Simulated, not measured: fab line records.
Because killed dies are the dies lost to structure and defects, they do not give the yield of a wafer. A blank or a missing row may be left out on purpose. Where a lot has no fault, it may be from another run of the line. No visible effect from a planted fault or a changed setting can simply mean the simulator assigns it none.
fab line records	flow gf180mcu
record: lots: 14	wafers: 42	last_day: 34
route steps=602 shown MIM@523 V5@563 TOP_METAL@571
lots that met no fault: taken from a fault-free run of the same line
start_h: start of the lot's first displayed wafer, in hours after the record's first day	wait_h: hours from the lot's prior step to this one	" identical to the entry in the row above	L1.1+2: a row that stands for several wafers	- no value, or no start was given	* or withheld: withheld	< > ~ a bound
route shown NAME@n: NAME is a module with steps in the file, n the number in the route of the first one	usual: average and standard deviation across the fault-free wafers	same: alike in all rows	chamber/n: place in a boat	sites: per-site readings	_std_site: their standard deviation	_edge_site: inner sites' mean taken away from outer sites' mean	radius_mm: how far each site lies from the wafer's centre	mask NAME#n: copy n	behind: the most recent tool/chamber to have shaped the wafer	hold: cause of the lot's hold/its duration in hours/its outcome	device: the n, p or np transistor that did not switch	end of line: the route-end tests of the same wafers	a step given without rows: its recipe and nothing more	killed: count of dies lost to structure and defects at first sort (not the wafer's yield)	map: a wafer's dies, x killed, . not, _ none there
set.NAME: the run value of the setting; set.NAME@STEP: its run value at that earlier step	model.NAME: the simulator's own value behind a step, which no gauge read
steps of the route over a sample of lots; a table a step, a row a wafer
services: a tool's chamber out of use, with start hour (start_h, from the record's first day; less than 0 if before it), hours out, and reason
== steps ==
step: GF_MIM_STRIP_20
recipe: chemistry: O2/N2	power_w: 1400	pressure_mtorr: 1500	platen_temp_c: 250	o2_flow_sccm: 3000	n2_flow_sccm: 300	overash_fraction: 0.5
usual: drypump_motor_current_A: 5.57/0.23	heater_power_w: 335/24	oes_product_au: 0.690/0.0052	strip_time_to_endpoint_s: 11.18/0.04
lot.wafer	tool	chamber	start_h	wait_h	drypump_motor_current_A	heater_power_w	oes_product_au	rf_hours_counter_h	strip_time_to_endpoint_s
L244.2	plasma_asher-04	1	578.77	0.0	5.44	335	0.688	79	11.19
L244.4	"	0	"	"	5.38	316	0.692	-	11.18
L244.6	"	1	"	"	5.44	328	0.696	-	11.23
L246.1	plasma_asher-03	1	592.73	0.0	5.87	381	0.694	52	11.19
L246.2	"	0	"	"	5.51	330	0.685	52	11.13
L246.3	"	1	"	"	5.88	369	0.690	-	11.13
L253.2	plasma_asher-03	1	661.06	0.0	5.87	367	0.698	59	11.20
L253.3	"	0	"	"	5.53	323	0.695	-	11.16
L253.5	"	1	"	"	5.87	378	0.697	-	11.18
L254.1	plasma_asher-01	1	662.48	0.0	5.93	348	0.700	26	11.21
L254.2	"	0	"	"	5.24	299	0.695	26	11.22
L254.5	"	0	"	"	5.24	310	0.692	-	11.19
L256.2	plasma_asher-04	0	677.66	0.0	5.39	312	0.689	89	11.13
L256.3	"	0	"	"	5.39	316	0.691	-	11.13
L256.5	"	1	"	"	5.41	340	0.684	-	11.11
L257.2	plasma_asher-03	1	695.81	0.1	5.89	375	0.686	62	11.17
L257.3	"	0	"	"	5.52	328	0.682	-	11.14
L257.5	"	1	"	"	5.90	382	0.694	-	11.17
L259.1	plasma_asher-04	0	707.19	0.0	5.39	311	0.685	92	11.18
L259.3	"	0	"	"	5.38	314	0.697	-	11.14
L259.6	"	1	"	"	5.49	342	0.680	-	11.17
L260.2	plasma_asher-01	1	720.81	0.0	5.91	339	0.688	32	11.21
L260.3	"	0	"	"	5.27	304	0.693	-	11.23
L260.6	"	1	"	"	5.93	335	0.692	-	11.19
L262.3	plasma_asher-04	1	722.47	0.1	5.43	338	0.685	-	11.14
L262.5	"	1	"	"	5.47	339	0.683	-	11.16
L262.6	"	0	"	"	5.37	317	0.693	-	11.20
L263.2	plasma_asher-03	0	735.51	0.0	5.53	319	0.683	66	11.17
L263.3	"	0	"	"	5.50	323	0.684	-	11.16
L263.4	"	1	"	"	5.87	372	0.700	-	11.19
L264.3	plasma_asher-04	1	736.20	0.1	5.46	337	0.688	-	11.17
L264.5	"	1	"	"	5.48	331	0.697	-	11.10
L264.6	"	0	"	"	5.40	311	0.699	-	11.17
L265.1	plasma_asher-03	0	743.04	0.0	5.52	326	0.692	67	11.23
L265.2	"	1	"	"	5.87	391	0.702	67	11.21
L265.3	"	0	"	"	5.52	322	0.684	-	11.15
L266.1	plasma_asher-04	0	744.71	0.0	5.37	320	0.699	96	11.25
L266.2	"	1	"	"	5.39	329	0.692	96	11.20
L266.3	"	0	"	"	5.36	315	0.689	-	11.26
L267.1	plasma_asher-03	0	754.25	0.1	5.53	326	0.687	68	11.18
L267.5	"	0	"	"	5.51	332	0.688	-	11.20
L267.6	"	1	"	"	5.89	368	0.700	-	11.20
step: GF_V5_CVD_23
recipe: material: W	target_thk_nm: 350	time_s: 104.9	temp_c: 400	pressure_torr: 40
usual: chamber_pressure_Torr: 40.00/0.09	heater_power_outer_w: 465/34	heater_power_w: 758/56
lot.wafer	tool	chamber	start_h	wait_h	chamber_pressure_Torr	heater_power_outer_w	heater_power_w
L244.2	cvd_w-02	1	622.94	0.0	40.03	439	735
L244.4	"	0	"	"	39.95	436	703
L244.6	"	0	"	"	39.88	437	703
L246.1	cvd_w-02	1	637.40	0.0	40.07	448	737
L246.2	"	0	"	"	40.02	430	693
L246.3	"	1	"	"	39.97	452	742
L253.2	cvd_w-02	1	701.41	0.0	-	-	-
L253.3	"	0	"	"	-	-	-
L253.5	"	1	"	"	-	-	-
L254.1	cvd_w-01	1	702.95	0.0	-	-	-
L254.2	"	0	"	"	-	-	-
L254.5	"	0	"	"	-	-	-
L256.2	cvd_w-01	1	717.30	0.0	40.10	527	834
L256.3	"	1	"	"	40.20	509	835
L256.5	"	0	"	"	40.15	469	769
L257.2	cvd_w-01	0	733.72	0.0	40.13	480	760
L257.3	"	0	"	"	40.04	487	777
L257.5	"	1	"	"	39.92	523	847
L259.1	cvd_w-02	1	745.13	0.0	40.13	455	746
L259.3	"	0	"	"	39.86	419	694
L259.6	"	1	"	"	39.87	445	736
L260.2	cvd_w-01	1	758.23	0.0	39.96	512	859
L260.3	"	1	"	"	40.07	530	865
L260.6	"	1	"	"	39.93	527	849
L262.3	cvd_w-02	0	758.95	0.1	40.16	428	707
L262.5	"	1	"	"	39.94	456	735
L262.6	"	0	"	"	40.20	456	719
L263.2	cvd_w-02	1	772.36	0.0	40.07	442	718
L263.3	"	1	"	"	40.02	441	732
L263.4	"	0	"	"	40.01	426	719
L264.3	cvd_w-01	0	772.88	0.1	40.09	474	762
L264.5	"	1	"	"	40.17	523	829
L264.6	"	0	"	"	40.01	484	791
L265.1	cvd_w-01	1	779.79	0.0	39.91	519	855
L265.2	"	0	"	"	39.98	470	766
L265.3	"	0	"	"	40.07	474	774
L266.1	cvd_w-02	1	779.80	0.0	39.91	473	732
L266.2	"	0	"	"	39.88	428	692
L266.3	"	0	"	"	39.94	445	711
L267.1	cvd_w-02	0	789.02	0.0	39.90	430	713
L267.5	"	1	"	"	40.25	440	728
L267.6	"	0	"	"	39.97	440	716
step: GF_V5_RS_MEAS_24
recipe: thk_meas_gauge: four-point-probe	reads: W_of_V5_CVD_23+TiN_of_V5_SPUTTER_22+Ti_of_V5_SPUTTER_21
usual: V5_W_RS: 0.326/0.0038
lot.wafer	tool	chamber	start_h	wait_h	V5_W_RS[ohm/sq]
L244.2	film_metro-01	-	623.08	0.1	0.328
L244.4	"	-	"	"	0.331
L244.6	"	-	"	"	0.331
L246.1	film_metro-04	-	637.51	0.1	0.331
L246.2	"	-	"	"	0.330
L246.3	"	-	"	"	0.329
L253.2	film_metro-04	-	701.54	0.1	43.453
L253.3	"	-	"	"	43.615
L253.5	"	-	"	"	44.313
L254.1	film_metro-01	-	703.06	0.1	43.768
L254.2	"	-	"	"	44.070
L254.5	"	-	"	"	43.415
L256.2	film_metro-03	-	717.43	0.1	0.328
L256.3	"	-	"	"	0.326
L256.5	"	-	"	"	0.328
L257.2	film_metro-01	-	733.85	0.1	0.324
L257.3	"	-	"	"	0.326
L257.5	"	-	"	"	0.321
L259.1	film_metro-03	-	745.24	0.1	0.329
L259.3	"	-	"	"	0.329
L259.6	"	-	"	"	0.323
L260.2	film_metro-03	-	758.36	0.1	0.323
L260.3	"	-	"	"	0.322
L260.6	"	-	"	"	0.325
L262.3	film_metro-01	-	759.06	0.1	0.331
L262.5	"	-	"	"	0.328
L262.6	"	-	"	"	0.331
L263.2	film_metro-03	-	772.49	0.1	0.329
L263.3	"	-	"	"	0.326
L263.4	"	-	"	"	0.327
L264.3	film_metro-03	-	772.99	0.1	0.326
L264.5	"	-	"	"	0.323
L264.6	"	-	"	"	0.328
L265.1	film_metro-03	-	779.90	0.1	0.321
L265.2	"	-	"	"	0.321
L265.3	"	-	"	"	0.325
L266.1	film_metro-01	-	779.91	0.1	0.331
L266.2	"	-	"	"	0.327
L266.3	"	-	"	"	0.331
L267.1	film_metro-03	-	789.13	0.1	0.322
L267.5	"	-	"	"	0.322
L267.6	"	-	"	"	0.325
step: GF_V5_THK_MEAS_25
recipe: thk_meas_gauge: xrf	reads: W_of_V5_CVD_23
usual: V5_W_THK: 366/4.7
lot.wafer	tool	chamber	start_h	wait_h	V5_W_THK[nm]
L244.2	film_metro-01	-	623.19	0.1	363
L244.4	"	-	"	"	356
L244.6	"	-	"	"	358
L246.1	film_metro-04	-	637.63	0.1	360
L246.2	"	-	"	"	363
L246.3	"	-	"	"	367
L253.2	film_metro-04	-	701.65	0.1	<0
L253.3	"	-	"	"	-
L253.5	"	-	"	"	-
L254.1	film_metro-01	-	703.18	0.1	-
L254.2	"	-	"	"	<0
L254.5	"	-	"	"	-
L256.2	film_metro-03	-	717.54	0.1	366
L256.3	"	-	"	"	367
L256.5	"	-	"	"	365
L257.2	film_metro-01	-	733.96	0.1	369
L257.3	"	-	"	"	365
L257.5	"	-	"	"	371
L259.1	film_metro-03	-	745.36	0.1	366
L259.3	"	-	"	"	361
L259.6	"	-	"	"	368
L260.2	film_metro-03	-	758.47	0.1	370
L260.3	"	-	"	"	370
L260.6	"	-	"	"	367
L262.3	film_metro-01	-	759.16	0.1	359
L262.5	"	-	"	"	360
L262.6	"	-	"	"	361
L263.2	film_metro-03	-	772.60	0.1	366
L263.3	"	-	"	"	368
L263.4	"	-	"	"	367
L264.3	film_metro-03	-	773.09	0.1	367
L264.5	"	-	"	"	371
L264.6	"	-	"	"	368
L265.1	film_metro-03	-	780.02	0.1	376
L265.2	"	-	"	"	374
L265.3	"	-	"	"	371
L266.1	film_metro-01	-	780.03	0.1	362
L266.2	"	-	"	"	369
L266.3	"	-	"	"	362
L267.1	film_metro-03	-	789.25	0.1	376
L267.5	"	-	"	"	373
L267.6	"	-	"	"	369
step: GF_V5_CMP_26
recipe: stop_on: SiO2	down_force_psi: 3.5	platen_rpm: 60	t_overpolish_s: 15	target_thk_nm: 0	pad_velocity_m_s: 0.94248
usual: edge_zone_pressure_frac: 1.001/0.0049	motor_current_A: 10.6/0.66	time_to_endpoint_s: 85/3.5
lot.wafer	tool	chamber	start_h	wait_h	edge_zone_pressure_frac	motor_current_A	time_to_endpoint_s
L244.4	cmp-01	3	623.29	0.1	0.999	11.7	80
L244.2	"	1	"	"	0.998	11.1	83
L244.6	"	3	"	"	0.999	12.1	79
L246.1	cmp-02	2	638.69	1.0	0.987	11.1	87
L246.2	"	0	"	"	0.999	9.8	83
L246.3	"	1	"	"	0.990	9.6	83
L253.2	cmp-01	1	702.42	0.8	1.000	11.4	2
L253.3	"	2	"	"	1.006	11.5	0
L253.5	"	0	"	"	1.002	10.2	1
L254.1	cmp-01	3	703.52	0.3	0.997	11.8	1
L254.2	"	2	"	"	0.994	11.6	0
L254.5	"	3	"	"	0.996	11.5	0
L256.2	cmp-01	1	717.59	0.0	0.999	10.8	84
L256.3	"	2	"	"	1.006	11.4	83
L256.5	"	1	"	"	1.004	11.1	83
L257.2	cmp-01	2	734.01	0.0	1.008	10.6	89
L257.3	"	0	"	"	0.995	9.8	85
L257.5	"	3	"	"	0.998	11.4	86
L259.1	cmp-01	3	746.40	1.0	0.999	11.6	82
L259.3	"	2	"	"	1.003	12.0	82
L259.6	"	3	"	"	1.007	10.8	83
L260.3	cmp-02	3	758.57	0.1	1.005	10.0	93
L260.2	"	0	"	"	0.996	10.4	89
L260.6	"	2	"	"	1.009	10.6	89
L262.3	cmp-02	1	759.25	0.1	1.000	9.9	82
L262.6	"	0	"	"	0.993	10.6	79
L262.5	"	1	"	"	0.995	10.1	86
L263.3	cmp-02	3	772.65	0.0	1.000	10.2	93
L263.2	"	0	"	"	1.000	10.8	84
L263.4	"	1	"	"	1.004	9.5	86
L264.3	cmp-02	3	773.28	0.2	1.001	10.4	90
L264.5	"	0	"	"	0.998	10.2	83
L264.6	"	1	"	"	0.996	9.9	86
L265.1	cmp-01	0	780.08	0.1	0.999	10.8	87
L265.2	"	1	"	"	1.000	11.2	87
L265.3	"	2	"	"	1.007	11.3	87
L266.1	cmp-02	0	780.10	0.1	0.998	10.1	80
L266.3	"	2	"	"	1.002	10.8	90
L266.2	"	3	"	"	1.008	10.8	92
L267.1	cmp-02	3	789.41	0.1	1.003	9.9	91
L267.6	"	1	"	"	0.998	9.5	87
L267.5	"	2	"	"	1.012	11.3	87
step: GF_TOP_METAL_SPUTTER_04
recipe: material: TiN	target_thk_nm: 25	power_w: 6500	time_s: 20.8	chamber_pressure_pa: 0.393
usual: cathode_dc_power_W: 6500.0/1.1	throttle_valve_pct: 30.0/1.1
lot.wafer	tool	chamber	start_h	wait_h	cathode_dc_power_W	throttle_valve_pct
L244.2	pvd_sputter-02	-	623.73	0.0	6499.4	30.4
L244.4	"	-	"	"	6498.6	31.6
L244.6	"	-	"	"	6498.3	31.5
L246.1	pvd_sputter-04	-	639.18	0.0	6498.3	29.0
L246.2	"	-	"	"	6499.8	28.3
L246.3	"	-	"	"	6501.1	31.2
L256.2	pvd_sputter-01	-	718.09	0.0	6500.1	31.6
L256.3	"	-	"	"	6500.9	29.7
L256.5	"	-	"	"	6498.3	31.3
L257.2	pvd_sputter-02	-	734.50	0.0	6500.6	30.3
L257.3	"	-	"	"	6500.6	31.5
L257.5	"	-	"	"	6502.1	31.3
L259.1	pvd_sputter-02	-	746.89	0.0	6500.5	29.6
L259.3	"	-	"	"	6500.6	31.7
L259.6	"	-	"	"	6501.4	29.8
L260.2	pvd_sputter-02	-	759.02	0.0	6497.2	29.5
L260.3	"	-	"	"	6500.9	31.7
L260.6	"	-	"	"	6498.9	29.8
L262.3	pvd_sputter-01	-	759.70	0.0	6500.5	29.6
L262.5	"	-	"	"	6501.9	29.2
L262.6	"	-	"	"	6501.6	29.5
L263.2	pvd_sputter-04	-	773.14	0.0	6500.1	31.3
L263.3	"	-	"	"	6500.7	28.5
L263.4	"	-	"	"	6498.6	29.3
L264.3	pvd_sputter-01	-	773.63	0.0	6500.6	29.5
L264.5	"	-	"	"	6501.6	29.4
L264.6	"	-	"	"	6498.1	31.4
L265.1	pvd_sputter-02	-	780.57	0.0	6499.6	30.6
L265.2	"	-	"	"	6502.3	29.5
L265.3	"	-	"	"	6499.4	29.8
L266.1	pvd_sputter-04	-	780.59	0.0	6499.3	31.6
L266.2	"	-	"	"	6499.2	29.4
L266.3	"	-	"	"	6500.5	28.2
L267.1	pvd_sputter-02	-	789.80	0.0	6499.0	30.3
L267.5	"	-	"	"	6500.9	30.5
L267.6	"	-	"	"	6499.9	29.4
step: GF_TOP_METAL_CD_MEAS_14
recipe: target_cd_nm: 440
usual: cd_nm: 440.4/2.5
lot.wafer	tool	chamber	start_h	wait_h	cd_nm
L244.2	cd_sem-02	-	642.89	0.1	442.4
L244.4	"	-	"	"	442.2
L244.6	"	-	"	"	441.9
L246.1	cd_sem-02	-	658.99	0.1	438.7
L246.2	"	-	"	"	435.6
L246.3	"	-	"	"	437.5
L256.2	cd_sem-01	-	735.46	0.1	444.6
L256.3	"	-	"	"	444.9
L256.5	"	-	"	"	449.1
L257.2	cd_sem-02	-	751.46	0.1	439.0
L257.3	"	-	"	"	439.4
L257.5	"	-	"	"	439.4
L259.1	cd_sem-02	-	763.44	0.1	440.6
L259.3	"	-	"	"	440.8
L259.6	"	-	"	"	439.3
L260.2	cd_sem-02	-	775.16	0.1	442.1
L260.3	"	-	"	"	441.0
L260.6	"	-	"	"	441.6
L262.3	cd_sem-02	-	775.63	0.1	436.7
L262.5	"	-	"	"	437.5
L262.6	"	-	"	"	438.9
L263.2	cd_sem-02	-	787.96	0.1	436.7
L263.3	"	-	"	"	439.0
L263.4	"	-	"	"	438.6
L264.3	cd_sem-01	-	789.23	0.1	437.0
L264.5	"	-	"	"	436.4
L264.6	"	-	"	"	437.8
L265.1	cd_sem-02	-	795.54	0.1	441.7
L265.2	"	-	"	"	441.3
L265.3	"	-	"	"	439.7
L266.1	cd_sem-02	-	796.12	0.1	436.5
L266.2	"	-	"	"	438.6
L266.3	"	-	"	"	435.5
L267.1	cd_sem-01	-	804.94	0.1	441.6
L267.5	"	-	"	"	443.1
L267.6	"	-	"	"	443.9
== services ==
tool	chamber	start_h	hours	kind
cmp-01	-	572.00	4.0	pm
pvd_sputter-04	-	598.78	2.6	repair
cmp-02	-	603.95	0.4	repair
cmp-02	-	606.28	1.6	repair
pvd_sputter-02	-	607.80	0.9	repair
cmp-02	-	622.95	0.7	repair
cmp-02	-	626.73	1.7	repair
cmp-01	-	630.70	11.1	pm
pvd_sputter-04	-	646.00	2.5	repair
cmp-02	-	648.43	5.4	pm
cvd_w-01	0	657.37	3.0	repair
plasma_asher-03	-	676.78	4.5	repair
cmp-01	-	678.06	1.3	repair
pvd_sputter-01	-	685.69	6.2	repair
cvd_w-02	1	688.52	7.2	repair
pvd_sputter-02	-	704.63	2.9	repair
cmp-01	-	705.99	4.1	repair
cmp-02	-	744.04	4.0	pm
cmp-01	-	744.47	1.0	repair
cmp-01	-	748.27	1.1	repair
pvd_sputter-02	-	761.56	0.7	repair
cmp-01	-	765.61	10.3	pm
cvd_w-02	1	783.59	3.6	repair
pvd_sputter-01	-	785.85	1.8	repair
== key ==
first_sign: step: GF_V5_CVD_23	reading: tool_record	direction: missing
effect: step: GF_V5_RS_MEAS_24	reading: V5_W_RS	direction: up	sigmas: 99+	usual: 0.326	struck: 43.772
effect: step: GF_V5_THK_MEAS_25	reading: V5_W_THK	direction: missing
effect: step: GF_V5_CMP_26	reading: time_to_endpoint_s	direction: down	sigmas: 24	usual: *	struck: *
met_at GF_V5_CVD_23
struck_lots L253,L254
later_rows_left_out L253.2,L253.3,L253.5,L254.1,L254.2,L254.5
sort_left_out L253.2,L253.3,L253.5,L254.1,L254.2,L254.5
not_acting_at GF_MIM_STRIP_20,GF_TOP_METAL_SPUTTER_04,GF_TOP_METAL_CD_MEAS_14
onset_between 637.40 701.41
fault: kind: skipped_step_whole	tool: cvd_w-01,cvd_w-02	chamber: -	onset_h: 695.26	steps: GF_V5_CVD_23	scope: struck_lots_only
sort_left_out: the simulated sort isn't trusted on such a fault, so these wafers' sort isn't shown, and their yield isn't known
later_rows_left_out: the simulator's readings of these wafers behind a module that went badly wrong aren't trusted and aren't shown, but for the sort
